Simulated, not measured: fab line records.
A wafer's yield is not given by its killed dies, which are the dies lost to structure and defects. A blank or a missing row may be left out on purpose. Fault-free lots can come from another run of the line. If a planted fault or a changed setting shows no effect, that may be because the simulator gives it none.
fab line records -- flow sky130
record: lots: 24, wafers: 72, last_day: 50
route steps=708 shown METAL2@483 VIA3@576 CAP2M@603 METAL4@629
lots that met no fault: from a run of the same line without faults
start_h: the number of hours between the record's first day and the start of the first shown wafer of the lot -- wait_h: time in hours since the lot's previous step -- " the same as in the row above -- L1.1+2: a row that stands for several wafers -- - no value present, or no start provided -- * or withheld: withheld -- < > ~ a bound
route shown NAME@n: names a module that has steps shown in the file, with the first one's number in the route -- usual: the fault-free wafers' mean and standard deviation -- same: alike in all rows -- chamber/n: place in a boat -- sites: each site's reading -- _std_site: standard deviation across them -- _edge_site: outer sites' mean less inner sites' -- radius_mm: for every site, how far away it sits from the centre of the wafer -- mask NAME#n: copy n -- behind: the last tool/chamber to shape the wafer -- hold: cause of the lot's hold/its duration in hours/its outcome -- device: names the non-switching transistor (n, p or np) -- end of line: tests of these same wafers at the route's end -- a step with no rows: only its recipe -- killed: not the wafer's yield, but the dies lost to structure and defects at the first sort -- map: a wafer's dies, marking killed ones x, the rest . and places with no die _
set.NAME: the setting as run; set.NAME@STEP: as run at that earlier step -- model.NAME: the simulator's own value behind a step, which no gauge read
route steps across a sampled set of lots; one table per step, one row per wafer
services: the hour from which a tool's chamber was out of use, counted from the record's first day as start_h (under 0 if before that day), plus the number of hours and why
== steps ==
step: SKY_METAL2_SPUTTER_00
recipe: material: Ti, target_thk_nm: 15, power_w: 3000, time_s: 10, chamber_pressure_pa: 0.4
usual: throttle_valve_pct: 30.9/0.9
lot.wafer,tool,chamber,start_h,wait_h,throttle_valve_pct
L074.2,pvd_sputter-04,-,786.47,0.2,31.5
L074.3,pvd_sputter-04,-,786.47,0.2,32.0
L074.4,pvd_sputter-04,-,786.47,0.2,30.7
L075.2,pvd_sputter-03,-,791.82,0.2,29.8
L075.4,pvd_sputter-03,-,791.82,0.2,31.7
L075.5,pvd_sputter-03,-,791.82,0.2,28.9
L076.3,pvd_sputter-03,-,802.09,0.1,28.9
L076.4,pvd_sputter-03,-,802.09,0.1,29.8
L076.6,pvd_sputter-03,-,802.09,0.1,29.1
L077.2,pvd_sputter-03,-,809.56,0.1,31.8
L077.3,pvd_sputter-03,-,809.56,0.1,29.8
L077.4,pvd_sputter-03,-,809.56,0.1,30.9
L078.2,pvd_sputter-04,-,822.58,0.1,30.7
L078.4,pvd_sputter-04,-,822.58,0.1,31.2
L078.6,pvd_sputter-04,-,822.58,0.1,31.3
L079.3,pvd_sputter-04,-,829.28,0.1,30.9
L079.5,pvd_sputter-04,-,829.28,0.1,31.6
L079.6,pvd_sputter-04,-,829.28,0.1,31.1
L081.2,pvd_sputter-04,-,839.94,0.2,31.4
L081.3,pvd_sputter-04,-,839.94,0.2,30.7
L081.5,pvd_sputter-04,-,839.94,0.2,31.9
L080.1,pvd_sputter-03,-,847.49,0.2,30.7
L080.2,pvd_sputter-03,-,847.49,0.2,29.1
L080.4,pvd_sputter-03,-,847.49,0.2,31.7
L082.1,pvd_sputter-03,-,852.69,0.2,31.1
L082.5,pvd_sputter-03,-,852.69,0.2,30.7
L082.6,pvd_sputter-03,-,852.69,0.2,31.7
L083.1,pvd_sputter-04,-,872.79,0.2,31.1
L083.3,pvd_sputter-04,-,872.79,0.2,32.1
L083.4,pvd_sputter-04,-,872.79,0.2,30.6
L084.1,pvd_sputter-03,-,891.88,0.2,29.1
L084.2,pvd_sputter-03,-,891.88,0.2,29.7
L084.6,pvd_sputter-03,-,891.88,0.2,31.1
L085.1,pvd_sputter-04,-,893.56,0.2,30.4
L085.3,pvd_sputter-04,-,893.56,0.2,30.9
L085.4,pvd_sputter-04,-,893.56,0.2,31.4
L086.1,pvd_sputter-04,-,896.86,0.2,30.8
L086.4,pvd_sputter-04,-,896.86,0.2,31.8
L086.6,pvd_sputter-04,-,896.86,0.2,31.6
L087.1,pvd_sputter-02,-,897.78,0.1,30.9
L087.5,pvd_sputter-02,-,897.78,0.1,31.0
L087.6,pvd_sputter-02,-,897.78,0.1,31.2
L088.1,pvd_sputter-03,-,903.84,0.1,29.9
L088.2,pvd_sputter-03,-,903.84,0.1,30.9
L088.4,pvd_sputter-03,-,903.84,0.1,31.9
L089.1,pvd_sputter-03,-,907.72,0.2,32.0
L089.2,pvd_sputter-03,-,907.72,0.2,29.1
L089.6,pvd_sputter-03,-,907.72,0.2,31.0
L090.3,pvd_sputter-04,-,910.01,0.2,31.6
L090.5,pvd_sputter-04,-,910.01,0.2,30.6
L090.6,pvd_sputter-04,-,910.01,0.2,31.8
L092.1,pvd_sputter-02,-,925.95,0.2,30.9
L092.4,pvd_sputter-02,-,925.95,0.2,31.4
L092.5,pvd_sputter-02,-,925.95,0.2,31.2
L091.2,pvd_sputter-03,-,926.77,0.2,28.9
L091.3,pvd_sputter-03,-,926.77,0.2,31.9
L091.5,pvd_sputter-03,-,926.77,0.2,30.9
L093.4,pvd_sputter-04,-,930.61,0.2,32.1
L093.5,pvd_sputter-04,-,930.61,0.2,31.9
L093.6,pvd_sputter-04,-,930.61,0.2,30.6
L094.1,pvd_sputter-04,-,939.09,0.2,31.0
L094.2,pvd_sputter-04,-,939.09,0.2,31.9
L094.5,pvd_sputter-04,-,939.09,0.2,31.3
L095.1,pvd_sputter-04,-,943.68,0.1,30.6
L095.4,pvd_sputter-04,-,943.68,0.1,31.2
L095.6,pvd_sputter-04,-,943.68,0.1,30.7
L096.2,pvd_sputter-03,-,945.75,0.2,31.0
L096.4,pvd_sputter-03,-,945.75,0.2,29.1
L096.5,pvd_sputter-03,-,945.75,0.2,29.7
L097.1,pvd_sputter-03,-,958.07,0.1,30.8
L097.2,pvd_sputter-03,-,958.07,0.1,29.9
L097.3,pvd_sputter-03,-,958.07,0.1,28.9
step: SKY_VIA3_BOW_MEAS_03
recipe: mode: bow
usual: VIA3_BOW: 79/7.2
lot.wafer,tool,chamber,start_h,wait_h,VIA3_BOW[um]
L074.2,film_metro-04,-,897.28,0.2,82
L074.3,film_metro-04,-,897.28,0.2,81
L074.4,film_metro-04,-,897.28,0.2,86
L075.2,film_metro-02,-,901.83,0.2,65
L075.4,film_metro-02,-,901.83,0.2,66
L075.5,film_metro-02,-,901.83,0.2,71
L076.3,film_metro-02,-,911.48,0.2,85
L076.4,film_metro-02,-,911.48,0.2,71
L076.6,film_metro-02,-,911.48,0.2,73
L077.2,film_metro-04,-,917.21,0.1,78
L077.3,film_metro-04,-,917.21,0.1,95
L077.4,film_metro-04,-,917.21,0.1,84
L078.2,film_metro-02,-,929.61,0.2,76
L078.4,film_metro-02,-,929.61,0.2,79
L078.6,film_metro-02,-,929.61,0.2,87
L079.3,film_metro-02,-,936.30,0.2,75
L079.5,film_metro-02,-,936.30,0.2,77
L079.6,film_metro-02,-,936.30,0.2,87
L081.2,film_metro-02,-,947.38,0.3,75
L081.3,film_metro-02,-,947.38,0.3,87
L081.5,film_metro-02,-,947.38,0.3,81
L080.1,film_metro-03,-,954.39,0.2,78
L080.2,film_metro-03,-,954.39,0.2,82
L080.4,film_metro-03,-,954.39,0.2,80
L082.1,film_metro-03,-,959.51,0.2,84
L082.5,film_metro-03,-,959.51,0.2,71
L082.6,film_metro-03,-,959.51,0.2,83
L083.1,film_metro-04,-,978.03,0.1,90
L083.3,film_metro-04,-,978.03,0.1,73
L083.4,film_metro-04,-,978.03,0.1,64
L084.1,film_metro-02,-,995.82,0.1,100
L084.2,film_metro-02,-,995.82,0.1,79
L084.6,film_metro-02,-,995.82,0.1,85
L085.1,film_metro-03,-,997.60,0.2,88
L085.3,film_metro-03,-,997.60,0.2,72
L085.4,film_metro-03,-,997.60,0.2,77
L086.1,film_metro-04,-,999.79,0.1,77
L086.4,film_metro-04,-,999.79,0.1,81
L086.6,film_metro-04,-,999.79,0.1,88
L087.1,film_metro-03,-,1000.71,0.2,83
L087.5,film_metro-03,-,1000.71,0.2,86
L087.6,film_metro-03,-,1000.71,0.2,82
L088.1,film_metro-02,-,1007.29,0.2,69
L088.2,film_metro-02,-,1007.29,0.2,82
L088.4,film_metro-02,-,1007.29,0.2,78
L089.1,film_metro-04,-,1009.94,0.2,78
L089.2,film_metro-04,-,1009.94,0.2,80
L089.6,film_metro-04,-,1009.94,0.2,77
L090.3,film_metro-04,-,1012.19,0.2,68
L090.5,film_metro-04,-,1012.19,0.2,73
L090.6,film_metro-04,-,1012.19,0.2,86
L092.1,film_metro-03,-,1026.47,0.2,90
L092.4,film_metro-03,-,1026.47,0.2,77
L092.5,film_metro-03,-,1026.47,0.2,83
L091.2,film_metro-04,-,1026.97,0.3,65
L091.3,film_metro-04,-,1026.97,0.3,84
L091.5,film_metro-04,-,1026.97,0.3,78
L093.4,film_metro-02,-,1031.58,0.3,75
L093.5,film_metro-02,-,1031.58,0.3,81
L093.6,film_metro-02,-,1031.58,0.3,97
L094.1,film_metro-02,-,1038.19,0.1,89
L094.2,film_metro-02,-,1038.19,0.1,88
L094.5,film_metro-02,-,1038.19,0.1,78
L095.1,film_metro-02,-,1042.19,0.2,74
L095.4,film_metro-02,-,1042.19,0.2,72
L095.6,film_metro-02,-,1042.19,0.2,72
L096.2,film_metro-04,-,1045.96,0.2,79
L096.4,film_metro-04,-,1045.96,0.2,72
L096.5,film_metro-04,-,1045.96,0.2,84
L097.1,film_metro-02,-,1055.60,0.1,77
L097.2,film_metro-02,-,1055.60,0.1,85
L097.3,film_metro-02,-,1055.60,0.1,71
step: SKY_VIA3_CMP_24
recipe: stop_on: SiO2, t_overpolish_s: 20, down_force_psi: 3.5, platen_rpm: 60, target_thk_nm: 0, pad_velocity_m_s: 0.94248
usual: motor_current_A: 11.1/1.1, overpolish_run_s: 20.000/0.0093, time_to_endpoint_s: 95/6.5
lot.wafer,tool,chamber,start_h,wait_h,motor_current_A,overpolish_run_s,time_to_endpoint_s
L074.2,cmp-02,0,923.09,0.1,11.0,20.012,92
L074.4,cmp-02,1,923.09,0.1,11.5,19.991,97
L074.3,cmp-02,2,923.09,0.1,9.8,20.009,90
L075.2,cmp-02,2,927.94,0.0,9.0,20.001,89
L075.4,cmp-02,0,927.94,0.0,10.8,19.991,99
L075.5,cmp-02,3,927.94,0.0,13.8,19.981,103
L076.4,cmp-02,3,937.49,0.1,13.5,20.006,101
L076.3,cmp-02,0,937.49,0.1,11.6,19.999,94
L076.6,cmp-02,2,937.49,0.1,9.5,19.993,90
L077.3,cmp-02,0,943.56,0.2,11.0,19.990,94
L077.4,cmp-02,1,943.56,0.2,11.6,19.987,96
L077.2,cmp-02,2,943.56,0.2,9.2,19.997,88
L078.2,cmp-02,3,955.22,0.0,12.3,20.002,98
L078.4,cmp-02,2,955.22,0.0,9.1,20.003,80
L078.6,cmp-02,3,955.22,0.0,13.4,20.003,97
L079.3,cmp-02,0,961.92,0.1,11.1,20.000,90
L079.6,cmp-02,2,961.92,0.1,8.8,19.994,84
L079.5,cmp-02,3,961.92,0.1,13.0,20.000,93
L081.2,cmp-02,2,972.74,0.1,9.2,20.011,87
L081.3,cmp-02,3,972.74,0.1,12.6,19.998,104
L081.5,cmp-02,1,972.74,0.1,11.0,20.021,96
L080.1,cmp-01,0,980.33,0.1,11.3,20.003,87
L080.2,cmp-01,1,980.33,0.1,10.6,20.000,82
L080.4,cmp-01,2,980.33,0.1,11.5,19.995,92
L082.1,cmp-02,2,985.48,0.2,9.4,20.010,86
L082.6,cmp-02,3,985.48,0.2,12.7,20.004,96
L082.5,cmp-02,0,985.48,0.2,11.1,19.995,93
L083.3,cmp-01,1,1002.90,0.1,10.7,19.984,88
L083.1,cmp-01,2,1002.90,0.1,11.8,19.996,104
L083.4,cmp-01,3,1002.90,0.1,10.5,20.002,103
L084.1,cmp-01,1,1019.90,0.1,10.5,19.992,85
L084.2,cmp-01,2,1019.90,0.1,11.3,19.999,98
L084.6,cmp-01,0,1019.90,0.1,11.5,20.011,95
L085.1,cmp-01,1,1021.69,0.1,10.8,20.001,87
L085.3,cmp-01,2,1021.69,0.1,11.2,19.999,96
L085.4,cmp-01,3,1021.69,0.1,10.7,19.982,101
L086.4,cmp-01,3,1024.04,0.1,10.6,19.998,99
L086.1,cmp-01,0,1024.04,0.1,11.6,20.008,92
L086.6,cmp-01,3,1024.04,0.1,10.2,20.009,99
L087.1,cmp-02,2,1025.45,0.2,8.9,19.992,86
L087.5,cmp-02,3,1025.45,0.2,13.2,19.996,94
L087.6,cmp-02,0,1025.45,0.2,11.2,19.996,88
L088.2,cmp-02,2,1031.10,0.0,9.3,20.009,84
L088.1,cmp-02,3,1031.10,0.0,12.9,19.997,98
L088.4,cmp-02,1,1031.10,0.0,10.9,20.014,91
L089.1,cmp-01,2,1034.05,0.1,10.9,19.986,110
L089.2,cmp-01,0,1034.05,0.1,11.1,19.996,93
L089.6,cmp-01,2,1034.05,0.1,10.8,20.006,97
L090.3,cmp-01,0,1035.53,0.2,11.4,20.000,96
L090.5,cmp-01,1,1035.53,0.2,9.9,20.007,91
L090.6,cmp-01,2,1035.53,0.2,12.0,19.995,101
L092.1,cmp-01,3,1049.73,0.1,10.8,20.004,98
L092.4,cmp-01,0,1049.73,0.1,11.6,19.995,92
L092.5,cmp-01,3,1049.73,0.1,10.6,19.996,97
L091.2,cmp-02,2,1050.52,0.0,9.4,19.980,85
L091.3,cmp-02,3,1050.52,0.0,13.6,20.002,103
L091.5,cmp-02,2,1050.52,0.0,9.5,20.018,88
L093.4,cmp-01,3,1054.89,0.0,10.6,19.990,105
L093.5,cmp-01,3,1054.89,0.0,10.8,19.990,107
L093.6,cmp-01,0,1054.89,0.0,11.3,20.005,97
L094.2,cmp-01,0,1060.55,0.1,11.4,19.990,97
L094.1,cmp-01,1,1060.55,0.1,10.7,19.983,88
L094.5,cmp-01,3,1060.55,0.1,11.0,19.993,105
L095.4,cmp-01,3,1065.22,0.0,10.9,20.009,106
L095.1,cmp-01,2,1065.22,0.0,12.0,20.011,100
L095.6,cmp-01,3,1065.22,0.0,10.3,20.009,101
L096.2,cmp-02,0,1069.31,0.1,10.8,20.011,87
L096.4,cmp-02,1,1069.31,0.1,11.5,19.999,90
L096.5,cmp-02,2,1069.31,0.1,8.9,19.992,80
L097.1,cmp-01,1,1077.39,0.1,10.4,19.999,89
L097.2,cmp-01,3,1077.39,0.1,11.1,19.987,100
L097.3,cmp-01,0,1077.39,0.1,11.7,20.000,95
step: SKY_CAP2M_CVD_00
recipe: material: SiO2, target_thk_nm: 15.5, temp_c: 400, time_s: withheld, rf_w: 450
usual: heater_power_w: 804/110
lot.wafer,tool,chamber,start_h,wait_h,heater_power_w
L074.2,pecvd-04,2,923.50,0.0,682
L074.3,pecvd-04,1,923.50,0.0,877
L074.4,pecvd-04,2,923.50,0.0,687
L075.2,pecvd-01,2,928.39,0.0,697
L075.4,pecvd-01,0,928.39,0.0,957
L075.5,pecvd-01,1,928.39,0.0,897
L076.3,pecvd-01,2,937.84,0.0,698
L076.4,pecvd-01,2,937.84,0.0,696
L076.6,pecvd-01,1,937.84,0.0,996
L077.2,pecvd-03,2,944.02,0.0,909
L077.3,pecvd-03,0,944.02,0.0,758
L077.4,pecvd-03,1,944.02,0.0,854
L078.2,pecvd-04,0,955.67,0.0,700
L078.4,pecvd-04,1,955.67,0.0,742
L078.6,pecvd-04,2,955.67,0.0,631
L079.3,pecvd-01,1,962.27,0.0,977
L079.5,pecvd-01,0,962.27,0.0,933
L079.6,pecvd-01,2,962.27,0.0,694
L081.2,pecvd-01,2,973.10,0.0,643
L081.3,pecvd-01,0,973.10,0.0,901
L081.5,pecvd-01,0,973.10,0.0,919
L080.1,pecvd-01,2,980.74,0.0,669
L080.2,pecvd-01,1,980.74,0.0,906
L080.4,pecvd-01,2,980.74,0.0,672
L082.1,pecvd-03,2,985.78,0.0,812
L082.5,pecvd-03,2,985.78,0.0,808
L082.6,pecvd-03,0,985.78,0.0,890
L083.1,pecvd-01,0,1003.31,0.0,913
L083.3,pecvd-01,2,1003.31,0.0,730
L083.4,pecvd-01,0,1003.31,0.0,914
L084.1,pecvd-03,2,1020.25,0.0,936
L084.2,pecvd-03,1,1020.25,0.0,908
L084.6,pecvd-03,1,1020.25,0.0,890
L085.1,pecvd-04,2,1022.14,0.0,684
L085.3,pecvd-04,0,1022.14,0.0,695
L085.4,pecvd-04,1,1022.14,0.0,842
L086.1,pecvd-03,2,1024.44,0.0,837
L086.4,pecvd-03,0,1024.44,0.0,840
L086.6,pecvd-03,1,1024.44,0.0,849
L087.1,pecvd-01,0,1025.75,0.0,882
L087.5,pecvd-01,0,1025.75,0.0,862
L087.6,pecvd-01,2,1025.75,0.0,726
L088.1,pecvd-03,1,1031.56,0.0,897
L088.2,pecvd-03,2,1031.56,0.0,829
L088.4,pecvd-03,2,1031.56,0.0,831
L089.1,pecvd-01,2,1034.50,0.0,681
L089.2,pecvd-01,0,1034.50,0.0,897
L089.6,pecvd-01,0,1034.50,0.0,905
L090.3,pecvd-01,0,1035.85,0.0,877
L090.5,pecvd-01,2,1035.85,0.0,645
L090.6,pecvd-01,0,1035.85,0.0,862
L092.1,pecvd-04,2,1050.13,0.0,660
L092.4,pecvd-04,2,1050.13,0.0,647
L092.5,pecvd-04,1,1050.13,0.0,773
L091.2,pecvd-01,2,1050.98,0.0,711
L091.3,pecvd-01,1,1050.98,0.0,926
L091.5,pecvd-01,2,1050.98,0.0,714
L093.4,pecvd-04,1,1055.35,0.0,834
L093.5,pecvd-04,1,1055.35,0.0,836
L093.6,pecvd-04,2,1055.35,0.0,623
L094.1,pecvd-03,2,1060.90,0.0,918
L094.2,pecvd-03,0,1060.90,0.0,814
L094.5,pecvd-03,1,1060.90,0.0,766
L095.1,pecvd-01,0,1065.69,0.0,816
L095.4,pecvd-01,1,1065.69,0.0,889
L095.6,pecvd-01,2,1065.69,0.0,616
L096.2,pecvd-04,0,1069.66,0.0,795
L096.4,pecvd-04,2,1069.66,0.0,683
L096.5,pecvd-04,1,1069.66,0.0,801
L097.1,pecvd-01,0,1077.86,0.0,845
L097.2,pecvd-01,2,1077.86,0.0,602
L097.3,pecvd-01,1,1077.86,0.0,825
step: SKY_CAP2M_THK_MEAS_04
recipe: thk_meas_gauge: xrf, reads: TiN_of_CAP2M_SPUTTER_02
usual: CAP2M_TIN_THK: 201/3
lot.wafer,tool,chamber,start_h,wait_h,CAP2M_TIN_THK[nm]
L074.2,film_metro-03,-,923.82,0.1,199
L074.3,film_metro-03,-,923.82,0.1,198
L074.4,film_metro-03,-,923.82,0.1,202
L075.2,film_metro-03,-,928.71,0.1,200
L075.4,film_metro-03,-,928.71,0.1,194
L075.5,film_metro-03,-,928.71,0.1,204
L076.3,film_metro-01,-,938.18,0.1,209
L076.4,film_metro-01,-,938.18,0.1,202
L076.6,film_metro-01,-,938.18,0.1,203
L077.2,film_metro-01,-,944.34,0.1,200
L077.3,film_metro-01,-,944.34,0.1,199
L077.4,film_metro-01,-,944.34,0.1,205
L078.2,film_metro-01,-,956.00,0.1,208
L078.4,film_metro-01,-,956.00,0.1,202
L078.6,film_metro-01,-,956.00,0.1,208
L079.3,film_metro-04,-,962.60,0.1,204
L079.5,film_metro-04,-,962.60,0.1,205
L079.6,film_metro-04,-,962.60,0.1,205
L081.2,film_metro-01,-,973.42,0.1,205
L081.3,film_metro-01,-,973.42,0.1,202
L081.5,film_metro-01,-,973.42,0.1,200
L080.1,film_metro-04,-,981.05,0.1,200
L080.2,film_metro-04,-,981.05,0.1,207
L080.4,film_metro-04,-,981.05,0.1,202
L082.1,film_metro-04,-,986.09,0.1,199
L082.5,film_metro-04,-,986.09,0.1,200
L082.6,film_metro-04,-,986.09,0.1,201
L083.1,film_metro-04,-,1003.63,0.1,196
L083.3,film_metro-04,-,1003.63,0.1,198
L083.4,film_metro-04,-,1003.63,0.1,197
L084.1,film_metro-04,-,1020.56,0.1,198
L084.2,film_metro-04,-,1020.56,0.1,202
L084.6,film_metro-04,-,1020.56,0.1,202
L085.1,film_metro-03,-,1022.45,0.1,200
L085.3,film_metro-03,-,1022.45,0.1,201
L085.4,film_metro-03,-,1022.45,0.1,199
L086.1,film_metro-04,-,1024.75,0.1,200
L086.4,film_metro-04,-,1024.75,0.1,199
L086.6,film_metro-04,-,1024.75,0.1,202
L087.1,film_metro-04,-,1026.07,0.1,197
L087.5,film_metro-04,-,1026.07,0.1,199
L087.6,film_metro-04,-,1026.07,0.1,195
L088.1,film_metro-04,-,1031.87,0.1,200
L088.2,film_metro-04,-,1031.87,0.1,200
L088.4,film_metro-04,-,1031.87,0.1,198
L089.1,film_metro-03,-,1034.83,0.1,205
L089.2,film_metro-03,-,1034.83,0.1,203
L089.6,film_metro-03,-,1034.83,0.1,204
L090.3,film_metro-04,-,1036.18,0.1,198
L090.5,film_metro-04,-,1036.18,0.1,198
L090.6,film_metro-04,-,1036.18,0.1,202
L092.1,film_metro-03,-,1050.44,0.1,203
L092.4,film_metro-03,-,1050.44,0.1,205
L092.5,film_metro-03,-,1050.44,0.1,203
L091.2,film_metro-01,-,1051.30,0.1,197
L091.3,film_metro-01,-,1051.30,0.1,198
L091.5,film_metro-01,-,1051.30,0.1,198
L093.4,film_metro-03,-,1055.69,0.1,202
L093.5,film_metro-03,-,1055.69,0.1,200
L093.6,film_metro-03,-,1055.69,0.1,202
L094.1,film_metro-01,-,1061.21,0.1,202
L094.2,film_metro-01,-,1061.21,0.1,204
L094.5,film_metro-01,-,1061.21,0.1,203
L095.1,film_metro-01,-,1066.01,0.1,203
L095.4,film_metro-01,-,1066.01,0.1,200
L095.6,film_metro-01,-,1066.01,0.1,201
L096.2,film_metro-04,-,1069.98,0.1,198
L096.4,film_metro-04,-,1069.98,0.1,202
L096.5,film_metro-04,-,1069.98,0.1,201
L097.1,film_metro-04,-,1078.17,0.1,199
L097.2,film_metro-04,-,1078.17,0.1,202
L097.3,film_metro-04,-,1078.17,0.1,199
step: SKY_METAL4_CD_MEAS_13
recipe: target_cd_nm: 300
usual: cd_nm: 300.0/1.3
lot.wafer,tool,chamber,start_h,wait_h,cd_nm
L074.2,cd_sem-02,-,972.39,-,298.4
L074.3,cd_sem-02,-,972.39,-,298.8
L074.4,cd_sem-02,-,972.39,-,299.0
L075.2,cd_sem-02,-,977.95,-,298.4
L075.4,cd_sem-02,-,977.95,-,298.3
L075.5,cd_sem-02,-,977.95,-,300.1
L076.3,cd_sem-01,-,985.83,-,302.0
L076.4,cd_sem-01,-,985.83,-,300.6
L076.6,cd_sem-01,-,985.83,-,301.7
L077.2,cd_sem-01,-,991.10,-,301.0
L077.3,cd_sem-01,-,991.10,-,299.9
L077.4,cd_sem-01,-,991.10,-,300.9
L078.2,cd_sem-01,-,1003.61,-,298.8
L078.4,cd_sem-01,-,1003.61,-,300.1
L078.6,cd_sem-01,-,1003.61,-,299.2
L079.3,cd_sem-01,-,1010.73,-,299.7
L079.5,cd_sem-01,-,1010.73,-,298.5
L079.6,cd_sem-01,-,1010.73,-,300.1
L081.2,cd_sem-01,-,1020.36,-,301.5
L081.3,cd_sem-01,-,1020.36,-,301.6
L081.5,cd_sem-01,-,1020.36,-,300.9
L080.1,cd_sem-02,-,1027.93,-,302.0
L080.2,cd_sem-02,-,1027.93,-,301.7
L080.4,cd_sem-02,-,1027.93,-,300.8
L082.1,cd_sem-02,-,1032.39,-,300.2
L082.5,cd_sem-02,-,1032.39,-,300.7
L082.6,cd_sem-02,-,1032.39,-,301.5
L083.1,cd_sem-02,-,1049.44,-,301.3
L083.3,cd_sem-02,-,1049.44,-,299.8
L083.4,cd_sem-02,-,1049.44,-,300.4
L084.1,cd_sem-01,-,1065.22,-,298.0
L084.2,cd_sem-01,-,1065.22,-,298.2
L084.6,cd_sem-01,-,1065.22,-,297.7
L085.1,cd_sem-01,-,1067.37,-,297.6
L085.3,cd_sem-01,-,1067.37,-,299.2
L085.4,cd_sem-01,-,1067.37,-,299.4
L086.1,cd_sem-01,-,1069.27,-,301.4
L086.4,cd_sem-01,-,1069.27,-,300.2
L086.6,cd_sem-01,-,1069.27,-,300.0
L087.1,cd_sem-01,-,1070.33,-,300.0
L087.5,cd_sem-01,-,1070.33,-,298.5
L087.6,cd_sem-01,-,1070.33,-,299.7
L088.1,cd_sem-01,-,1075.02,-,300.8
L088.2,cd_sem-01,-,1075.02,-,298.9
L088.4,cd_sem-01,-,1075.02,-,299.5
L089.1,cd_sem-02,-,1077.92,-,300.9
L089.2,cd_sem-02,-,1077.92,-,300.7
L089.6,cd_sem-02,-,1077.92,-,302.7
L090.3,cd_sem-01,-,1079.27,-,299.3
L090.5,cd_sem-01,-,1079.27,-,300.1
L090.6,cd_sem-01,-,1079.27,-,298.1
L092.1,cd_sem-02,-,1092.88,-,302.3
L092.4,cd_sem-02,-,1092.88,-,302.0
L092.5,cd_sem-02,-,1092.88,-,299.8
L091.2,cd_sem-02,-,1093.60,-,301.2
L091.3,cd_sem-02,-,1093.60,-,299.5
L091.5,cd_sem-02,-,1093.60,-,299.9
L093.4,cd_sem-02,-,1096.98,-,301.0
L093.5,cd_sem-02,-,1096.98,-,302.1
L093.6,cd_sem-02,-,1096.98,-,300.7
L094.1,cd_sem-02,-,1101.24,-,299.8
L094.2,cd_sem-02,-,1101.24,-,300.8
L094.5,cd_sem-02,-,1101.24,-,300.4
L095.1,cd_sem-02,-,1107.23,-,297.6
L095.4,cd_sem-02,-,1107.23,-,299.5
L095.6,cd_sem-02,-,1107.23,-,298.7
L096.2,cd_sem-01,-,1110.85,-,299.4
L096.4,cd_sem-01,-,1110.85,-,300.5
L096.5,cd_sem-01,-,1110.85,-,301.5
L097.1,cd_sem-02,-,1117.74,-,299.3
L097.2,cd_sem-02,-,1117.74,-,299.7
L097.3,cd_sem-02,-,1117.74,-,298.9
== services ==
tool,chamber,start_h,hours,kind
pecvd-01,2,776.81,23.0,repair
cmp-02,-,792.31,1.4,repair
cmp-02,-,797.71,2.0,repair
pvd_sputter-03,-,803.80,0.9,repair
pecvd-04,0,827.98,2.4,repair
pecvd-04,-,834.98,3.7,repair
cmp-02,-,844.40,1.8,repair
pecvd-01,-,852.85,1.2,repair
cmp-02,-,855.19,4.2,repair
cmp-02,-,859.43,3.9,pm
cmp-01,-,860.29,2.5,repair
cmp-01,-,872.59,1.9,repair
pecvd-03,1,897.74,2.8,repair
pvd_sputter-02,-,903.46,4.9,repair
cmp-01,-,912.02,4.0,pm
pecvd-03,-,917.63,6.0,pm
pecvd-01,-,933.45,2.3,repair
cmp-02,-,980.09,0.9,repair
pecvd-04,-,993.48,28.1,pm
pvd_sputter-03,-,996.24,3.9,repair
cmp-02,-,1039.04,7.8,pm
pecvd-04,0,1044.58,5.0,repair
pvd_sputter-04,-,1073.62,3.0,repair
pecvd-01,-,1075.38,0.9,repair
== key ==
fault none
